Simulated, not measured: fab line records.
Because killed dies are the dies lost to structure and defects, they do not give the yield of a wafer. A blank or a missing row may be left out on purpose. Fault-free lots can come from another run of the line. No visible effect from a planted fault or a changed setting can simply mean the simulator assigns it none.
Which tool did it? || flow sky130 || Sampling: 10 lots, 30 wafers, 6 of 708 route steps

WHAT EACH GAUGE READ, for each wafer
SKY_SD_N_RS_MEAS_16: the measuring method here is four-point-probe. Usual: SD_N_RS gives 68.52 ohm/sq (standard deviation 0.11).
{"lot": "L866", "measured": "day 30 10:44", "on": "filmMetro-03", "SD_N_RS (ohm/sq)": "68.47 68.47 68.44", "flag": ""}
{"lot": "L870", "measured": "day 30 16:34", "on": "filmMetro-03", "SD_N_RS (ohm/sq)": "68.72 68.55 68.62", "flag": ""}
{"lot": "L871", "measured": "day 30 15:59", "on": "filmMetro-04", "SD_N_RS (ohm/sq)": "68.47 68.56 68.31", "flag": ""}
{"lot": "L872", "measured": "day 30 18:13", "on": "filmMetro-02", "SD_N_RS (ohm/sq)": "68.51 68.54 68.55", "flag": ""}
{"lot": "L873", "measured": "day 30 22:33", "on": "filmMetro-02", "SD_N_RS (ohm/sq)": "68.70 68.64 68.64", "flag": ""}
{"lot": "L874", "measured": "day 30 23:14", "on": "filmMetro-04", "SD_N_RS (ohm/sq)": "68.54 68.49 68.43", "flag": ""}
{"lot": "L881", "measured": "day 36 19:40", "on": "filmMetro-04", "SD_N_RS (ohm/sq)": "68.52 68.45 68.47", "flag": ""}
{"lot": "L879", "measured": "day 36 22:45", "on": "filmMetro-02", "SD_N_RS (ohm/sq)": "71.35 71.29 71.27 71.45 71.18 71.12", "flag": "OFF"}
{"lot": "L880", "measured": "day 36 20:43", "on": "filmMetro-04", "SD_N_RS (ohm/sq)": "68.59 68.70 68.59", "flag": ""}
{"lot": "L878", "measured": "day 37 02:20", "on": "filmMetro-02", "SD_N_RS (ohm/sq)": "71.15 71.12 71.23 71.14 71.16 71.08", "flag": "OFF"}

SKY_SD_N_RS_MEAS_17: the measuring method here is four-point-probe. Usual: SD_P_RS gives 147.1 ohm/sq (standard deviation 0.38).
{"lot": "L866", "measured": "day 30 10:51", "on": "filmMetro-03", "SD_P_RS (ohm/sq)": "146.7 146.4 146.7", "flag": ""}
{"lot": "L870", "measured": "day 30 16:41", "on": "filmMetro-03", "SD_P_RS (ohm/sq)": "147.2 147.5 147.7", "flag": ""}
{"lot": "L871", "measured": "day 30 16:06", "on": "filmMetro-04", "SD_P_RS (ohm/sq)": "147.2 146.8 147.3", "flag": ""}
{"lot": "L872", "measured": "day 30 18:20", "on": "filmMetro-02", "SD_P_RS (ohm/sq)": "146.7 147.2 146.4", "flag": ""}
{"lot": "L873", "measured": "day 30 22:40", "on": "filmMetro-02", "SD_P_RS (ohm/sq)": "147.1 147.0 147.5", "flag": ""}
{"lot": "L874", "measured": "day 30 23:21", "on": "filmMetro-04", "SD_P_RS (ohm/sq)": "147.5 146.6 146.8", "flag": ""}
{"lot": "L881", "measured": "day 36 19:47", "on": "filmMetro-04", "SD_P_RS (ohm/sq)": "146.9 146.9 146.5", "flag": ""}
{"lot": "L879", "measured": "day 37 00:23", "on": "filmMetro-02", "SD_P_RS (ohm/sq)": "163.8 162.7 162.3 163.7 162.7 162.2", "flag": "OFF"}
{"lot": "L880", "measured": "day 36 20:50", "on": "filmMetro-04", "SD_P_RS (ohm/sq)": "147.0 147.9 147.4", "flag": ""}
{"lot": "L878", "measured": "day 37 06:02", "on": "filmMetro-02", "SD_P_RS (ohm/sq)": "161.7 161.1 162.1 161.5 160.9 161.9", "flag": "OFF"}

SKY_LI_CONTACT_THK_MEAS_01. Usual: LI_CONTACT_HDPCVD_THK gives 932 nm (standard deviation 11).
{"lot": "L866", "measured": "day 30 11:12", "on": "filmMetro-04", "LI_CONTACT_HDPCVD_THK (nm)": "920 922 933", "flag": ""}
{"lot": "L870", "measured": "day 30 17:04", "on": "filmMetro-03", "LI_CONTACT_HDPCVD_THK (nm)": "919 916 929", "flag": ""}
{"lot": "L871", "measured": "day 30 16:27", "on": "filmMetro-02", "LI_CONTACT_HDPCVD_THK (nm)": "933 922 933", "flag": ""}
{"lot": "L872", "measured": "day 30 18:41", "on": "filmMetro-03", "LI_CONTACT_HDPCVD_THK (nm)": "926 927 935", "flag": ""}
{"lot": "L873", "measured": "day 30 23:01", "on": "filmMetro-02", "LI_CONTACT_HDPCVD_THK (nm)": "916 945 936", "flag": ""}
{"lot": "L874", "measured": "day 30 23:42", "on": "filmMetro-03", "LI_CONTACT_HDPCVD_THK (nm)": "915 925 918", "flag": ""}
{"lot": "L881", "measured": "day 36 20:08", "on": "filmMetro-04", "LI_CONTACT_HDPCVD_THK (nm)": "916 934 934", "flag": ""}
{"lot": "L879", "measured": "day 37 03:02", "on": "filmMetro-03", "LI_CONTACT_HDPCVD_THK (nm)": "930 934 954", "flag": ""}
{"lot": "L880", "measured": "day 36 21:11", "on": "filmMetro-02", "LI_CONTACT_HDPCVD_THK (nm)": "934 933 912", "flag": ""}
{"lot": "L878", "measured": "day 37 09:07", "on": "filmMetro-02", "LI_CONTACT_HDPCVD_THK (nm)": "941 899 918", "flag": ""}

EACH LOT AND THE TOOL THAT RAN IT (in order: tool; ch and the chambers of the sampled wafers; start)
{"lot": "L866", "SKY_LDD_P_STRIP_10": "plasmaAsher-03 ch 1, day 21 12:43", "SKY_RES_XHIGH_STRIP_08": "plasmaAsher-01 ch 0,1, day 29 05:41", "SKY_SD_N_RTA_14": "rtpAnneal-01 ch 0, day 30 10:32"}
{"lot": "L870", "SKY_LDD_P_STRIP_10": "plasmaAsher-04 ch 0,1, day 21 20:24", "SKY_RES_XHIGH_STRIP_08": "plasmaAsher-02 ch 1, day 29 11:08", "SKY_SD_N_RTA_14": "rtpAnneal-01 ch 0, day 30 16:23"}
{"lot": "L871", "SKY_LDD_P_STRIP_10": "plasmaAsher-03 ch 1, day 21 20:45", "SKY_RES_XHIGH_STRIP_08": "plasmaAsher-04 ch 0,1, day 29 10:26", "SKY_SD_N_RTA_14": "rtpAnneal-02 ch 0, day 30 15:47"}
{"lot": "L872", "SKY_LDD_P_STRIP_10": "plasmaAsher-01 ch 0,1, day 21 21:30", "SKY_RES_XHIGH_STRIP_08": "plasmaAsher-01 ch 1, day 29 12:22", "SKY_SD_N_RTA_14": "rtpAnneal-01 ch 0, day 30 18:02"}
{"lot": "L873", "SKY_LDD_P_STRIP_10": "plasmaAsher-01 ch 0,1, day 22 01:48", "SKY_RES_XHIGH_STRIP_08": "plasmaAsher-04 ch 0, day 29 17:34", "SKY_SD_N_RTA_14": "rtpAnneal-01 ch 0, day 30 22:22"}
{"lot": "L874", "SKY_LDD_P_STRIP_10": "plasmaAsher-03 ch 0,1, day 22 02:06", "SKY_RES_XHIGH_STRIP_08": "plasmaAsher-02 ch 1, day 29 18:11", "SKY_SD_N_RTA_14": "rtpAnneal-02 ch 0, day 30 23:02"}
{"lot": "L881", "SKY_LDD_P_STRIP_10": "plasmaAsher-01 ch 0,1, day 28 13:19", "SKY_RES_XHIGH_STRIP_08": "plasmaAsher-04 ch 0,1, day 35 15:59", "SKY_SD_N_RTA_14": "rtpAnneal-01 ch 0, day 36 19:29"}
{"lot": "L879", "SKY_LDD_P_STRIP_10": "plasmaAsher-01 ch 0,1, day 28 14:16", "SKY_RES_XHIGH_STRIP_08": "plasmaAsher-02 ch 0,1, day 35 18:37", "SKY_SD_N_RTA_14": "rtpAnneal-01 ch 0, day 36 22:34"}
{"lot": "L880", "SKY_LDD_P_STRIP_10": "plasmaAsher-04 ch 0,1, day 28 15:45", "SKY_RES_XHIGH_STRIP_08": "plasmaAsher-04 ch 0,1, day 35 17:23", "SKY_SD_N_RTA_14": "rtpAnneal-02 ch 0, day 36 20:29"}
{"lot": "L878", "SKY_LDD_P_STRIP_10": "plasmaAsher-01 ch 0,1, day 28 18:52", "SKY_RES_XHIGH_STRIP_08": "plasmaAsher-04 ch 0,1, day 35 22:20", "SKY_SD_N_RTA_14": "rtpAnneal-01 ch 0, day 37 02:10"}
- SKY_LDD_P_STRIP_10: strips in O2/N2.
- SKY_RES_XHIGH_STRIP_08: strips in O2/N2.
- SKY_SD_N_RTA_14: time 2 s.

AS READ BY THE TOOLS THEMSELVES (means over the sampled wafers that have a number; for cases with no such wafer, the mark the record gives instead)
SKY_LDD_P_STRIP_10. Usual: chamberPressureMTorr 1500.1 mTorr, standard deviation 1.4; drypumpMotorCurrentA 5.71 A, standard deviation 0.23; oesProductAu 0.715 a.u., standard deviation 0.0046; stripTimeToEndpointS 14.18 s, standard deviation 0.041.
{"lot": "L866", "tool": "plasmaAsher-03", "chamberPressureMTorr (mTorr)": 1500.5, "drypumpMotorCurrentA (A)": 5.14, "oesProductAu (a.u.)": 0.714, "stripTimeToEndpointS (s)": 14.10, "flag": ""}
{"lot": "L870", "tool": "plasmaAsher-04", "chamberPressureMTorr (mTorr)": 1500.0, "drypumpMotorCurrentA (A)": 5.81, "oesProductAu (a.u.)": 0.716, "stripTimeToEndpointS (s)": 14.16, "flag": ""}
{"lot": "L871", "tool": "plasmaAsher-03", "chamberPressureMTorr (mTorr)": 1500.6, "drypumpMotorCurrentA (A)": 5.14, "oesProductAu (a.u.)": 0.716, "stripTimeToEndpointS (s)": 14.16, "flag": ""}
{"lot": "L872", "tool": "plasmaAsher-01", "chamberPressureMTorr (mTorr)": 1499.5, "drypumpMotorCurrentA (A)": 5.82, "oesProductAu (a.u.)": 0.716, "stripTimeToEndpointS (s)": 14.21, "flag": ""}
{"lot": "L873", "tool": "plasmaAsher-01", "chamberPressureMTorr (mTorr)": 1500.0, "drypumpMotorCurrentA (A)": 5.84, "oesProductAu (a.u.)": 0.714, "stripTimeToEndpointS (s)": 14.19, "flag": ""}
{"lot": "L874", "tool": "plasmaAsher-03", "chamberPressureMTorr (mTorr)": 1499.0, "drypumpMotorCurrentA (A)": 5.35, "oesProductAu (a.u.)": 0.717, "stripTimeToEndpointS (s)": 14.17, "flag": ""}
{"lot": "L881", "tool": "plasmaAsher-01", "chamberPressureMTorr (mTorr)": 1500.3, "drypumpMotorCurrentA (A)": 5.86, "oesProductAu (a.u.)": 0.713, "stripTimeToEndpointS (s)": 14.18, "flag": ""}
{"lot": "L879", "tool": "plasmaAsher-01", "chamberPressureMTorr (mTorr)": 1500.1, "drypumpMotorCurrentA (A)": 5.85, "oesProductAu (a.u.)": 0.722, "stripTimeToEndpointS (s)": 14.20, "flag": ""}
{"lot": "L880", "tool": "plasmaAsher-04", "chamberPressureMTorr (mTorr)": 1499.8, "drypumpMotorCurrentA (A)": 5.80, "oesProductAu (a.u.)": 0.716, "stripTimeToEndpointS (s)": 14.17, "flag": ""}
{"lot": "L878", "tool": "plasmaAsher-01", "chamberPressureMTorr (mTorr)": 1501.4, "drypumpMotorCurrentA (A)": 5.86, "oesProductAu (a.u.)": 0.716, "stripTimeToEndpointS (s)": 14.19, "flag": ""}

SKY_RES_XHIGH_STRIP_08. Usual: chamberPressureMTorr 1500.1 mTorr, standard deviation 1.5; drypumpMotorCurrentA 5.81 A, standard deviation 0.057; oesProductAu 0.711 a.u., standard deviation 0.0045; stripTimeToEndpointS 14.28 s, standard deviation 0.037.
{"lot": "L866", "tool": "plasmaAsher-01", "chamberPressureMTorr (mTorr)": 1500.4, "drypumpMotorCurrentA (A)": 5.85, "oesProductAu (a.u.)": 0.710, "stripTimeToEndpointS (s)": 14.29, "flag": ""}
{"lot": "L870", "tool": "plasmaAsher-02", "chamberPressureMTorr (mTorr)": 1498.1, "drypumpMotorCurrentA (A)": 5.77, "oesProductAu (a.u.)": 0.711, "stripTimeToEndpointS (s)": 14.29, "flag": ""}
{"lot": "L871", "tool": "plasmaAsher-04", "chamberPressureMTorr (mTorr)": 1499.5, "drypumpMotorCurrentA (A)": 5.78, "oesProductAu (a.u.)": 0.712, "stripTimeToEndpointS (s)": 14.32, "flag": ""}
{"lot": "L872", "tool": "plasmaAsher-01", "chamberPressureMTorr (mTorr)": 1499.3, "drypumpMotorCurrentA (A)": 5.73, "oesProductAu (a.u.)": 0.712, "stripTimeToEndpointS (s)": 14.31, "flag": ""}
{"lot": "L873", "tool": "plasmaAsher-04", "chamberPressureMTorr (mTorr)": 1499.4, "drypumpMotorCurrentA (A)": 5.81, "oesProductAu (a.u.)": 0.710, "stripTimeToEndpointS (s)": 14.26, "flag": ""}
{"lot": "L874", "tool": "plasmaAsher-02", "chamberPressureMTorr (mTorr)": 1500.2, "drypumpMotorCurrentA (A)": 5.80, "oesProductAu (a.u.)": 0.710, "stripTimeToEndpointS (s)": 14.26, "flag": ""}
{"lot": "L881", "tool": "plasmaAsher-04", "chamberPressureMTorr (mTorr)": 1500.8, "drypumpMotorCurrentA (A)": 5.79, "oesProductAu (a.u.)": 0.715, "stripTimeToEndpointS (s)": 14.23, "flag": ""}
{"lot": "L879", "tool": "plasmaAsher-02", "chamberPressureMTorr (mTorr)": 1500.4, "drypumpMotorCurrentA (A)": 5.81, "oesProductAu (a.u.)": 0.712, "stripTimeToEndpointS (s)": 14.29, "flag": ""}
{"lot": "L880", "tool": "plasmaAsher-04", "chamberPressureMTorr (mTorr)": 1500.0, "drypumpMotorCurrentA (A)": 5.81, "oesProductAu (a.u.)": 0.713, "stripTimeToEndpointS (s)": 14.25, "flag": ""}
{"lot": "L878", "tool": "plasmaAsher-04", "chamberPressureMTorr (mTorr)": 1499.3, "drypumpMotorCurrentA (A)": 5.78, "oesProductAu (a.u.)": 0.713, "stripTimeToEndpointS (s)": 14.31, "flag": ""}

SKY_SD_N_RTA_14. Usual: lampPowerPct 15.74 %, standard deviation 0.057; wafer_temp_C_max 1078.0, standard deviation 1.2.
{"lot": "L866", "tool": "rtpAnneal-01", "lampPowerPct (%)": 15.71, "wafer_temp_C_max": 1077.9, "flag": ""}
{"lot": "L870", "tool": "rtpAnneal-01", "lampPowerPct (%)": 15.75, "wafer_temp_C_max": 1077.0, "flag": ""}
{"lot": "L871", "tool": "rtpAnneal-02", "lampPowerPct (%)": 15.76, "wafer_temp_C_max": 1078.9, "flag": ""}
{"lot": "L872", "tool": "rtpAnneal-01", "lampPowerPct (%)": 15.69, "wafer_temp_C_max": 1078.0, "flag": ""}
{"lot": "L873", "tool": "rtpAnneal-01", "lampPowerPct (%)": 15.82, "wafer_temp_C_max": 1077.6, "flag": ""}
{"lot": "L874", "tool": "rtpAnneal-02", "lampPowerPct (%)": 15.71, "wafer_temp_C_max": 1078.2, "flag": ""}
{"lot": "L881", "tool": "rtpAnneal-01", "lampPowerPct (%)": 15.73, "wafer_temp_C_max": 1077.6, "flag": ""}
{"lot": "L879", "tool": "rtpAnneal-01", "lampPowerPct (%)": 15.75, "wafer_temp_C_max": 1079.2, "flag": ""}
{"lot": "L880", "tool": "rtpAnneal-02", "lampPowerPct (%)": 15.69, "wafer_temp_C_max": 1078.6, "flag": ""}
{"lot": "L878", "tool": "rtpAnneal-01", "lampPowerPct (%)": 15.81, "wafer_temp_C_max": 1078.1, "flag": ""}

THE ANSWER, worked out from the rows above alone
Rule: take the mean of a lot's wafers that have a number; if it is more than 3 standard deviations from the usual mean, the lot is off. A lot without any number at a reading at which 4 lots or more have one is off too. Any other lot the step has rows for is counted as sound. First the gauges in route order, then the tools' own readings, where a lot's mean is used as printed above. At the first step where some lot is off, the reading lying furthest off is the one used; lots without a number count as furthest.
Off: L879, L878, seen at SKY_SD_N_RS_MEAS_16 (SD_N_RS).
If a tool, at a process step before that reading, ran all the lots that are off and no sound lot after the first of them, it fits. Those tools and the gauges at SKY_SD_N_RS_MEAS_16 are tried in the same way. Can't be told from this: 3 tools fit, plasmaAsher-01 at SKY_LDD_P_STRIP_10, rtpAnneal-01 at SKY_SD_N_RTA_14, filmMetro-02 at SKY_SD_N_RS_MEAS_16.

WHAT THE SIMULATOR PUT IN
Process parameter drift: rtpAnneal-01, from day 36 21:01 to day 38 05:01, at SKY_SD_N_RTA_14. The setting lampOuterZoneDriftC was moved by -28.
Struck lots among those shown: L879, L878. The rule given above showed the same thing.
